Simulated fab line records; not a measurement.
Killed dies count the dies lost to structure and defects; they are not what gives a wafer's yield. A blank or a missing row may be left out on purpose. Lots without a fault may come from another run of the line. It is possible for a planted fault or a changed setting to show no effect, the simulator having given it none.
fab line records	flow sky130
record lots=13	wafers=39	lastDay=50
route steps=708 shown PWDE@52 NWELL@78 VT_ADJUST_HVTP@92 VT_ADJUST_LVTN@101 PAD_OPEN@708
lots that met no fault: taken from a fault-free run of the same line
startH: start of the lot's first displayed wafer, in hours after the record's first day	waitH: how many hours have passed since the lot's step before this one	" same as the row above	L1.1+2: one row covering several wafers at once	- value missing, or start not given	* or withheld: withheld	< > ~ a bound
route shown NAME@n: NAME is a module with steps in the file, n the number in the route of the first one	usual: average and standard deviation across the fault-free wafers	same: alike in all rows	chamber/n: place in a boat	sites: each site's reading	_std_site: their standard deviation	_edge_site: outer sites' mean less inner sites'	radiusMm: how far each site lies from the wafer's centre	mask NAME#n: copy n	behind: the tool/chamber that last shaped the wafer	hold: why the lot went on hold/how many hours it stayed there/how the hold came to an end	device: the n, p or np transistor that did not switch	end of line: the same wafers' tests at the end of the route	where a step has no rows: the recipe by itself	killed: dies lost to structure and defects at the first sort, not the wafer's yield	map: dies across one wafer; x = killed, . = not, _ = none there
set.NAME: the setting that was run; set.NAME@STEP: the one run at that earlier step	model.NAME: the simulator's own value behind a step, which no gauge read
steps of the route over a sample of lots; a table a step, a row a wafer
services: when a tool's chamber went out of use (startH, in hours from the record's first day, below 0 if earlier), for how many hours, and the reason
## steps
# step SKY_PWDE_OVL_MEAS_07
# usual PWDE_OVL=-0.4/1.3
lot.wafer	tool	chamber	startH	waitH	PWDE_OVL[nm]
L710.1	overlay-02	-	70.30	-	-0.6
L710.3	"	-	"	"	0.2
L710.6	"	-	"	"	-1.5
L711.1	overlay-02	-	72.55	-	-0.9
L711.4	"	-	"	"	0.0
L711.6	"	-	"	"	0.8
L712.1	overlay-02	-	81.65	-	-1.4
L712.3	"	-	"	"	-3.1
L712.4	"	-	"	"	-3.1
L713.1	overlay-01	-	86.50	-	2.0
L713.2	"	-	"	"	2.1
L713.5	"	-	"	"	2.7
L714.2	overlay-01	-	87.65	-	-0.4
L714.5	"	-	"	"	1.3
L714.6	"	-	"	"	1.6
L716.1	overlay-02	-	103.07	-	-3.8
L716.3	"	-	"	"	-1.5
L716.4	"	-	"	"	0.3
L717.1	overlay-01	-	110.55	-	-0.4
L717.3	"	-	"	"	-0.3
L717.6	"	-	"	"	0.1
L718.2	overlay-01	-	112.56	-	0.2
L718.5	"	-	"	"	-1.4
L718.6	"	-	"	"	-0.5
L719.1	overlay-01	-	119.45	-	-2.1
L719.2	"	-	"	"	-0.5
L719.5	"	-	"	"	-0.5
L720.2	overlay-01	-	122.28	-	-2.4
L720.4	"	-	"	"	1.1
L720.5	"	-	"	"	-0.9
L722.1	overlay-02	-	135.25	-	3.0
L722.2	"	-	"	"	1.0
L722.6	"	-	"	"	1.5
L723.2	overlay-01	-	140.10	-	-2.2
L723.3	"	-	"	"	-0.9
L723.6	"	-	"	"	0.2
L733.2	overlay-02	-	197.76	-	1.2
L733.3	"	-	"	"	1.0
L733.4	"	-	"	"	1.2
# step SKY_NWELL_STRIP_25
# recipe chemistry=O2/N2	powerW=1400	pressureMtorr=1500	platenTempC=withheld	o2FlowSccm=3000	n2FlowSccm=300	overashFraction=0.5
# usual chamberPressureMTorr=1500.0/1.4	drypumpMotorCurrentA=5.8/0.55	oesProductAu=0.722/0.0044	stripTimeToEndpointS=36.95/0.12
lot.wafer	tool	chamber	startH	waitH	chamberPressureMTorr	drypumpMotorCurrentA	oesProductAu	rfHoursCounterH	stripTimeToEndpointS
L710.1	plasmaAsher-04	0	105.23	0.1	1501.5	6.6	0.720	43	36.88
L710.3	"	1	"	"	1498.6	5.3	0.722	-	36.85
L710.6	"	0	"	"	1498.3	6.6	0.719	-	36.98
L711.1	plasmaAsher-03	0	107.74	0.1	1501.5	6.0	0.725	43	37.06
L711.4	"	0	"	"	1501.8	6.0	0.719	-	37.04
L711.6	"	0	"	"	1500.0	6.0	0.720	-	36.98
L712.1	plasmaAsher-01	1	117.59	0.1	1499.1	6.1	0.712	30	37.14
L712.3	"	0	"	"	1499.6	4.9	0.717	-	37.18
L712.4	"	1	"	"	1498.0	6.1	0.721	-	37.13
L713.1	plasmaAsher-03	1	122.26	0.1	1497.8	5.9	0.722	45	36.90
L713.2	"	0	"	"	1499.7	6.0	0.720	45	36.95
L713.5	"	0	"	"	1500.4	6.1	0.713	-	36.96
L714.2	plasmaAsher-01	0	124.03	0.1	1499.1	4.9	0.724	30	36.86
L714.5	"	0	"	"	1500.0	4.9	0.722	-	36.92
L714.6	"	1	"	"	1499.2	6.1	0.730	-	36.79
L716.1	plasmaAsher-03	1	141.46	0.1	1501.5	5.9	0.721	46	36.93
L716.3	"	0	"	"	1499.8	6.1	0.723	-	37.05
L716.4	"	1	"	"	1498.8	5.9	0.730	-	37.02
L717.1	plasmaAsher-03	1	149.29	0.1	1499.8	5.9	0.725	47	37.11
L717.3	"	0	"	"	1499.4	6.0	0.722	-	37.17
L717.6	"	0	"	"	1500.3	6.0	0.713	-	37.10
L718.2	plasmaAsher-04	0	152.25	0.1	1499.8	6.6	0.725	3	37.14
L718.5	"	1	"	"	1502.9	5.3	0.725	-	36.98
L718.6	"	0	"	"	1501.4	6.6	0.723	-	37.15
L719.1	plasmaAsher-03	1	159.14	0.1	1502.0	5.9	0.725	48	37.11
L719.2	"	0	"	"	1498.8	6.0	0.728	48	37.07
L719.5	"	1	"	"	1502.3	5.9	0.725	-	37.13
L720.2	plasmaAsher-04	0	161.39	0.1	1499.8	6.6	0.718	4	37.02
L720.4	"	1	"	"	1500.1	5.3	0.717	-	36.91
L720.5	"	0	"	"	1499.1	6.6	0.724	-	36.96
L722.1	plasmaAsher-04	1	174.19	0.1	1499.6	5.3	0.723	5	36.95
L722.2	"	0	"	"	1500.7	6.6	0.730	5	36.95
L722.6	"	0	"	"	1501.6	6.6	0.727	-	37.05
L723.2	plasmaAsher-03	0	180.78	0.1	1500.2	6.0	0.726	50	37.14
L723.3	"	1	"	"	1501.9	5.9	0.722	-	37.00
L723.6	"	0	"	"	1501.0	6.0	0.717	-	37.03
L733.2	plasmaAsher-04	0	244.33	0.1	1499.6	6.6	0.734	12	37.03
L733.3	"	1	"	"	1499.0	5.3	0.731	-	36.99
L733.4	"	0	"	"	1498.9	6.6	0.717	-	37.09
# step SKY_VT_ADJUST_HVTP_CD_MEAS_07
# recipe targetCdNm=380
# usual cdNm=381/3.2
lot.wafer	tool	chamber	startH	waitH	cdNm
L710.1	cdSem-02	-	123.50	0.1	382
L710.3	"	-	"	"	382
L710.6	"	-	"	"	379
L711.1	cdSem-01	-	126.57	0.1	380
L711.4	"	-	"	"	377
L711.6	"	-	"	"	380
L712.1	cdSem-02	-	137.10	0.1	378
L712.3	"	-	"	"	381
L712.4	"	-	"	"	380
L713.1	cdSem-02	-	141.67	0.1	381
L713.2	"	-	"	"	382
L713.5	"	-	"	"	380
L714.2	cdSem-01	-	143.49	0.1	381
L714.5	"	-	"	"	384
L714.6	"	-	"	"	381
L716.1	cdSem-02	-	161.27	0.1	385
L716.3	"	-	"	"	382
L716.4	"	-	"	"	382
L717.1	cdSem-01	-	169.32	0.1	385
L717.3	"	-	"	"	386
L717.6	"	-	"	"	384
L718.2	cdSem-02	-	172.84	0.1	387
L718.5	"	-	"	"	387
L718.6	"	-	"	"	387
L719.1	cdSem-02	-	179.07	0.1	381
L719.2	"	-	"	"	379
L719.5	"	-	"	"	378
L720.2	cdSem-02	-	181.94	0.1	387
L720.4	"	-	"	"	385
L720.5	"	-	"	"	386
L722.1	cdSem-01	-	195.55	0.1	381
L722.2	"	-	"	"	380
L722.6	"	-	"	"	381
L723.2	cdSem-01	-	202.57	0.1	378
L723.3	"	-	"	"	378
L723.6	"	-	"	"	376
L733.2	cdSem-01	-	268.67	0.1	378
L733.3	"	-	"	"	377
L733.4	"	-	"	"	380
# step SKY_VT_ADJUST_LVTN_EXPOSE_04
# recipe maskId=NWM_COMPLEMENT_LESS_NATIVE	na=0.6	sourceShape=conventional	sigmaOuter=0.6	polarization=unpolarized	targetCdNm=840	doseMj=194
# same na=0.6	sigmaOuter=0.6
lot.wafer	tool	chamber	startH	waitH	mask
L710.1+3+6	ilineStepper-01	0	133.49	-	NWM_COMPLEMENT_LESS_NATIVE#0
L711.1+4+6	ilineStepper-02	0	137.25	-	NWM_COMPLEMENT_LESS_NATIVE#0
L712.1+3+4	ilineStepper-02	0	146.52	-	NWM_COMPLEMENT_LESS_NATIVE#0
L713.1+2+5	ilineStepper-01	0	152.29	-	NWM_COMPLEMENT_LESS_NATIVE#0
L714.2+5+6	ilineStepper-01	0	153.64	-	NWM_COMPLEMENT_LESS_NATIVE#0
L716.1+3+4	ilineStepper-02	0	171.59	-	NWM_COMPLEMENT_LESS_NATIVE#0
L717.1+3+6	ilineStepper-01	0	180.63	-	NWM_COMPLEMENT_LESS_NATIVE#0
L718.2+5+6	ilineStepper-01	0	183.12	-	NWM_COMPLEMENT_LESS_NATIVE#0
L719.1+2+5	ilineStepper-02	0	190.34	-	NWM_COMPLEMENT_LESS_NATIVE#0
L720.2+4+5	ilineStepper-02	0	192.67	-	NWM_COMPLEMENT_LESS_NATIVE#0
L722.1+2+6	ilineStepper-02	0	206.92	-	NWM_COMPLEMENT_LESS_NATIVE#0
L723.2+3+6	ilineStepper-01	0	213.75	-	HVTPM#0
L733.2+3+4	ilineStepper-02	0	282.01	-	NWM_COMPLEMENT_LESS_NATIVE#0
# step SKY_VT_ADJUST_LVTN_OVL_MEAS_07
# usual VT_ADJUST_LVTN_OVL=-0.7/1.2
lot.wafer	tool	chamber	startH	waitH	VT_ADJUST_LVTN_OVL[nm]
L710.1	overlay-01	-	142.37	-	1.0
L710.3	"	-	"	"	-0.3
L710.6	"	-	"	"	-1.3
L711.1	overlay-02	-	146.10	-	-2.7
L711.4	"	-	"	"	-1.8
L711.6	"	-	"	"	-3.3
L712.1	overlay-02	-	156.60	-	-1.8
L712.3	"	-	"	"	-0.7
L712.4	"	-	"	"	-1.5
L713.1	overlay-02	-	161.62	-	-0.6
L713.2	"	-	"	"	-1.2
L713.5	"	-	"	"	-1.0
L714.2	overlay-01	-	162.93	-	-1.1
L714.5	"	-	"	"	-1.6
L714.6	"	-	"	"	-1.7
L716.1	overlay-01	-	181.42	-	-2.0
L716.3	"	-	"	"	0.3
L716.4	"	-	"	"	-0.2
L717.1	overlay-01	-	190.67	-	-0.9
L717.3	"	-	"	"	-1.5
L717.6	"	-	"	"	0.8
L718.2	overlay-02	-	193.83	-	-1.4
L718.5	"	-	"	"	-2.0
L718.6	"	-	"	"	-2.2
L719.1	overlay-01	-	201.10	-	0.0
L719.2	"	-	"	"	-2.6
L719.5	"	-	"	"	0.7
L720.2	overlay-02	-	203.48	-	-0.7
L720.4	"	-	"	"	-1.4
L720.5	"	-	"	"	-1.2
L722.1	overlay-01	-	218.17	-	0.1
L722.2	"	-	"	"	-0.1
L722.6	"	-	"	"	1.8
L723.2	overlay-02	-	225.16	-	-
L723.3	"	-	"	"	-
L723.6	"	-	"	"	-
L733.2	overlay-01	-	294.63	-	-1.8
L733.3	"	-	"	"	-1.9
L733.4	"	-	"	"	-0.4
# step SKY_VT_ADJUST_LVTN_TW_MEAS_10
# usual VT_ADJUST_LVTN_TW=241.9/2
lot.wafer	tool	chamber	startH	waitH	VT_ADJUST_LVTN_TW
L710.1	filmMetro-01	-	142.66	0.1	241.4
L710.3	"	-	"	"	242.9
L710.6	"	-	"	"	240.9
L711.1	filmMetro-03	-	146.39	0.1	241.1
L711.4	"	-	"	"	241.3
L711.6	"	-	"	"	241.4
L712.1	filmMetro-03	-	156.89	0.1	241.0
L712.3	"	-	"	"	239.7
L712.4	"	-	"	"	241.4
L713.1	filmMetro-03	-	161.91	0.1	242.1
L713.2	"	-	"	"	240.6
L713.5	"	-	"	"	240.5
L714.2	filmMetro-01	-	163.22	0.1	241.0
L714.5	"	-	"	"	240.2
L714.6	"	-	"	"	240.3
L716.1	filmMetro-01	-	181.71	0.1	239.0
L716.3	"	-	"	"	239.6
L716.4	"	-	"	"	239.4
L717.1	filmMetro-04	-	190.96	0.1	244.0
L717.3	"	-	"	"	243.1
L717.6	"	-	"	"	243.6
L718.2	filmMetro-04	-	194.12	0.1	245.3
L718.5	"	-	"	"	245.3
L718.6	"	-	"	"	245.9
L719.1	filmMetro-04	-	201.39	0.1	245.5
L719.2	"	-	"	"	244.4
L719.5	"	-	"	"	245.3
L720.2	filmMetro-01	-	203.77	0.1	240.5
L720.4	"	-	"	"	240.8
L720.5	"	-	"	"	241.3
L722.1	filmMetro-01	-	218.45	0.1	241.7
L722.2	"	-	"	"	240.7
L722.6	"	-	"	"	240.9
L723.2	filmMetro-04	-	225.45	0.1	30.3
L723.3	"	-	"	"	30.3
L723.6	"	-	"	"	30.2
L733.2	filmMetro-03	-	294.92	0.1	240.9
L733.3	"	-	"	"	240.7
L733.4	"	-	"	"	242.2
# step SKY_PAD_OPEN_PROBE_99
# usual killed_at_M0_to_M3=44/6.2	killed_at_M4_up=3.3/1.7	killedAtContacts=24/4.9	killedAtFrontEnd=16/5	killedAtOther=0.3/0.48	killedDies=88/9	killedOnRim=17/3.7	killedOpen=48/7	killedShort=39/6.1
# same grossDies=492	killedAtBackSide=0
lot.wafer	tool	chamber	startH	waitH	killed_at_M0_to_M3	killed_at_M4_up	killedAtContacts	killedAtFrontEnd	killedAtOther	killedDies	killedOnRim	killedOpen	killedShort
L714.2	prober-02	-	1102.82	0.1	35	3	22	12	0	72	17	42	26
L714.5	prober-02	-	1102.97	0.2	43	1	24	8	0	76	12	44	31
L714.6	prober-02	-	1103.02	0.2	51	3	25	10	0	89	17	55	34
L716.4	prober-01	-	1115.08	0.2	48	6	24	21	1	100	28	59	41
L717.1	prober-02	-	1118.32	0.1	39	2	31	23	2	97	13	52	45
L717.3	prober-02	-	1118.42	0.2	46	3	34	11	1	95	16	60	34
L717.6	prober-02	-	1118.57	0.2	42	3	28	17	0	90	18	53	37
L718.2	prober-01	-	1130.02	0.1	51	3	20	19	0	93	16	49	43
L718.5	prober-01	-	1130.17	0.2	43	5	23	15	0	86	18	45	41
L718.6	prober-01	-	1130.22	0.2	52	2	16	11	0	81	13	43	37
L719.1	prober-02	-	1133.26	0.1	45	2	21	15	1	84	17	52	32
L719.2	prober-02	-	1133.31	0.1	43	6	22	19	0	90	13	43	45
L719.5	prober-02	-	1133.46	0.2	39	2	21	18	1	81	14	47	32
L720.2	prober-01	-	1133.74	0.1	36	4	29	13	1	83	16	44	39
L720.4	prober-01	-	1133.84	0.2	43	4	26	16	1	90	18	45	42
L720.5	prober-01	-	1133.89	0.2	50	4	24	14	0	92	17	40	50
L722.1	prober-01	-	1144.95	0.1	35	6	20	26	0	87	14	38	49
L722.6	prober-01	-	1145.20	0.2	35	2	26	12	0	75	14	42	33
L723.2	prober-02	-	1150.49	0.1	43	0	25	424	0	492	96	37	40
L723.3	prober-02	-	1150.54	0.2	32	3	26	431	0	492	96	39	35
L723.6	prober-02	-	1150.69	0.2	47	3	29	413	0	492	96	56	39
L733.2	prober-02	-	1204.01	0.1	43	3	26	15	0	87	16	58	29
# killed by level:class
L714.2 VIA1:geometricParticle:open=11 LOCAL_INTERCONNECT:geometricParticle:short=8 VIA2:geometricParticle:open=7 CONTACT:geometricParticle:open=6 METAL1:geometricParticle:short=5 LI_CONTACT:geometricParticle:open=4 VIA3:geometricParticle:open=4 POLY_GATE:areaEtch=4
L714.5 VIA1:geometricParticle:open=11 VIA3:geometricParticle:open=8 LI_CONTACT:geometricParticle:open=7 CONTACT:geometricParticle:open=5 FIELD_ISO:geometricParticle:short=4 CONTACT:geometricParticle:short=4 VIA1:geometricParticle:short=4 LI_CONTACT:geometricParticle:short=3
L714.6 VIA1:geometricParticle:open=18 CONTACT:geometricParticle:open=10 VIA2:geometricParticle:open=7 LI_CONTACT:geometricParticle:open=6 VIA3:geometricParticle:open=6 METAL2:geometricParticle:short=5 CONTACT:geometricParticle:short=4 VIA2:geometricParticle:short=4
L716.4 VIA1:geometricParticle:open=10 CONTACT:geometricParticle:open=10 FIELD_ISO:geometricParticle:open=8 METAL1:geometricParticle:short=7 VIA3:geometricParticle:open=7 VIA2:geometricParticle:open=6 POLY_GATE:geometricParticle:short=5 LI_CONTACT:geometricParticle:open=5
L717.1 CONTACT:geometricParticle:open=18 VIA1:geometricParticle:open=14 LOCAL_INTERCONNECT:geometricParticle:short=8 FIELD_ISO:geometricParticle:short=6 VIA3:geometricParticle:open=6 POLY_GATE:geometricParticle:short=4 SPACER:geometricParticle:short=4 CONTACT:geometricParticle:short=4
L717.3 VIA1:geometricParticle:open=15 CONTACT:geometricParticle:open=10 CONTACT:geometricParticle:short=9 VIA2:geometricParticle:open=9 LI_CONTACT:geometricParticle:open=7 VIA3:geometricParticle:open=7 FIELD_ISO:geometricParticle:short=4 LOCAL_INTERCONNECT:geometricParticle:short=3
L717.6 CONTACT:geometricParticle:open=14 VIA1:geometricParticle:open=10 VIA2:geometricParticle:open=8 LI_CONTACT:geometricParticle:open=7 VIA3:geometricParticle:open=6 METAL3:geometricParticle:short=6 CONTACT:geometricParticle:short=5 FIELD_ISO:geometricParticle:short=4
L718.2 VIA1:geometricParticle:open=9 CONTACT:geometricParticle:open=8 POLY_GATE:geometricParticle:open=7 METAL1:geometricParticle:short=6 LI_CONTACT:geometricParticle:open=6 VIA1:geometricParticle:short=6 VIA3:geometricParticle:open=6 VIA3:geometricParticle:short=6
L718.5 CONTACT:geometricParticle:open=10 VIA1:geometricParticle:open=9 VIA2:geometricParticle:open=6 METAL1:geometricParticle:short=6 POLY_GATE:geometricParticle:short=5 LI_CONTACT:geometricParticle:open=5 FIELD_ISO:geometricParticle:open=4 POLY_GATE:geometricParticle:open=4
L718.6 VIA1:geometricParticle:short=10 VIA1:geometricParticle:open=10 VIA3:geometricParticle:open=7 VIA2:geometricParticle:open=6 LI_CONTACT:geometricParticle:open=5 METAL2:geometricParticle:short=5 FIELD_ISO:geometricParticle:open=4 VIA2:geometricParticle:short=4
L719.1 VIA1:geometricParticle:open=11 CONTACT:geometricParticle:open=11 VIA2:geometricParticle:open=9 VIA3:geometricParticle:open=7 LI_CONTACT:geometricParticle:open=6 VIA2:geometricParticle:short=5 FIELD_ISO:geometricParticle:short=4 POLY_GATE:geometricParticle:short=3
L719.2 CONTACT:geometricParticle:open=9 VIA2:geometricParticle:open=9 VIA1:geometricParticle:open=7 CONTACT:geometricParticle:short=5 METAL2:geometricParticle:short=5 METAL4:geometricParticle:short=5 FIELD_ISO:geometricParticle:short=4 POLY_GATE:geometricParticle:short=4
L719.5 VIA1:geometricParticle:open=15 FIELD_ISO:geometricParticle:open=6 LI_CONTACT:geometricParticle:open=6 CONTACT:geometricParticle:open=6 METAL1:geometricParticle:short=5 VIA2:geometricParticle:open=5 FIELD_ISO:geometricParticle:short=4 LOCAL_INTERCONNECT:geometricParticle:short=4
L720.2 LI_CONTACT:geometricParticle:open=9 CONTACT:geometricParticle:open=8 VIA2:geometricParticle:open=6 VIA1:geometricParticle:open=5 METAL2:geometricParticle:short=5 METAL1:geometricParticle:short=5 VIA1:geometricParticle:short=5 LOCAL_INTERCONNECT:geometricParticle:short=4
L720.4 VIA1:geometricParticle:open=13 CONTACT:geometricParticle:open=10 LI_CONTACT:geometricParticle:open=8 METAL2:geometricParticle:short=7 METAL1:geometricParticle:short=5 METAL3:geometricParticle:short=5 POLY_GATE:geometricParticle:short=4 CONTACT:geometricParticle:short=4
L720.5 METAL1:geometricParticle:short=12 METAL2:geometricParticle:short=11 LI_CONTACT:geometricParticle:open=10 VIA1:geometricParticle:open=6 POLY_GATE:geometricParticle:short=4 CONTACT:geometricParticle:open=4 VIA2:geometricParticle:open=4 VIA2:geometricParticle:short=4
L722.1 VIA1:geometricParticle:open=10 FIELD_ISO:geometricParticle:short=7 LI_CONTACT:geometricParticle:open=6 FIELD_ISO:geometricParticle:open=5 CONTACT:geometricParticle:short=5 METAL4:geometricParticle:short=5 SPACER:geometricParticle:open=4 SPACER:geometricParticle:short=4
L722.6 LI_CONTACT:geometricParticle:open=8 VIA3:geometricParticle:open=8 CONTACT:geometricParticle:open=6 CONTACT:geometricParticle:short=6 LOCAL_INTERCONNECT:geometricParticle:short=5 VIA1:geometricParticle:open=4 VIA2:geometricParticle:open=4 FIELD_ISO:geometricParticle:open=3
L723.2 VT_ADJUST_LVTN:areaExpose=415 CONTACT:geometricParticle:open=11 VIA1:geometricParticle:open=10 METAL1:geometricParticle:short=8 LOCAL_INTERCONNECT:geometricParticle:short=6 VIA1:geometricParticle:short=6 VIA2:geometricParticle:open=5 CONTACT:geometricParticle:short=4
L723.3 VT_ADJUST_LVTN:areaExpose=418 CONTACT:geometricParticle:open=16 METAL2:geometricParticle:short=6 VIA3:geometricParticle:open=6 METAL1:geometricParticle:short=5 CONTACT:geometricParticle:short=4 VIA1:geometricParticle:open=4 FIELD_ISO:geometricParticle:open=3
L723.6 VT_ADJUST_LVTN:areaExpose=397 VIA1:geometricParticle:open=15 CONTACT:geometricParticle:open=9 LI_CONTACT:geometricParticle:open=8 CONTACT:geometricParticle:short=6 METAL1:geometricParticle:short=6 FIELD_ISO:geometricParticle:open=5 VIA1:geometricParticle:short=5
L733.2 CONTACT:geometricParticle:open=13 VIA1:geometricParticle:open=12 VIA2:geometricParticle:open=9 LI_CONTACT:geometricParticle:open=6 POLY_GATE:geometricParticle:open=5 FIELD_ISO:geometricParticle:short=4 VIA3:geometricParticle:open=4 METAL2:geometricParticle:short=4
## services
tool	chamber	startH	hours	kind
plasmaAsher-01	-	103.12	1.1	repair
plasmaAsher-04	-	108.75	9.0	pm
plasmaAsher-04	0	108.75	9.0	ventCycle
plasmaAsher-04	1	108.75	9.0	ventCycle
plasmaAsher-04	0	117.75	-	clean
plasmaAsher-04	1	117.75	-	clean
ilineStepper-01	-	122.43	4.4	pm
ilineStepper-02	0	193.63	-	calibration
ilineStepper-01	-	194.78	1.7	pm
ilineStepper-01	0	219.06	-	calibration
ilineStepper-02	-	279.05	1.7	pm
## key
firstSign step=SKY_VT_ADJUST_LVTN_EXPOSE_04	reading=mask	direction=changed
effect step=SKY_VT_ADJUST_LVTN_OVL_MEAS_07	reading=VT_ADJUST_LVTN_OVL	direction=missing
effect step=SKY_VT_ADJUST_LVTN_TW_MEAS_10	reading=VT_ADJUST_LVTN_TW	direction=down	sigmas=99+	usual=241.9	struck=30.3
effect step=SKY_PAD_OPEN_PROBE_99	reading=killedAtFrontEnd	direction=up	sigmas=81	usual=16	struck=423
moreKillsBornAt SKY_VT_ADJUST_LVTN_EXPOSE_04@ilineStepper-01=1230
metAt SKY_VT_ADJUST_LVTN_EXPOSE_04
struckLots L723
testerLeftOut L723
notActingAt SKY_PWDE_OVL_MEAS_07,SKY_NWELL_STRIP_25,SKY_VT_ADJUST_HVTP_CD_MEAS_07
onsetBetween 183.12 213.75
fault kind=wrongMask	tool=any	chamber=-	onsetH=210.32	steps=SKY_VT_ADJUST_LVTN_EXPOSE_04	auxCopy=HVTPM#0	scope=struckLotsOnly
# testerLeftOut: of these lots the tester's yield and bins aren't shown, on N5 and GAA mostly nor the transistor test; their killed dies are dies lost to structure and defects alone, not to doping, threshold or leakage, so they don't give the yield
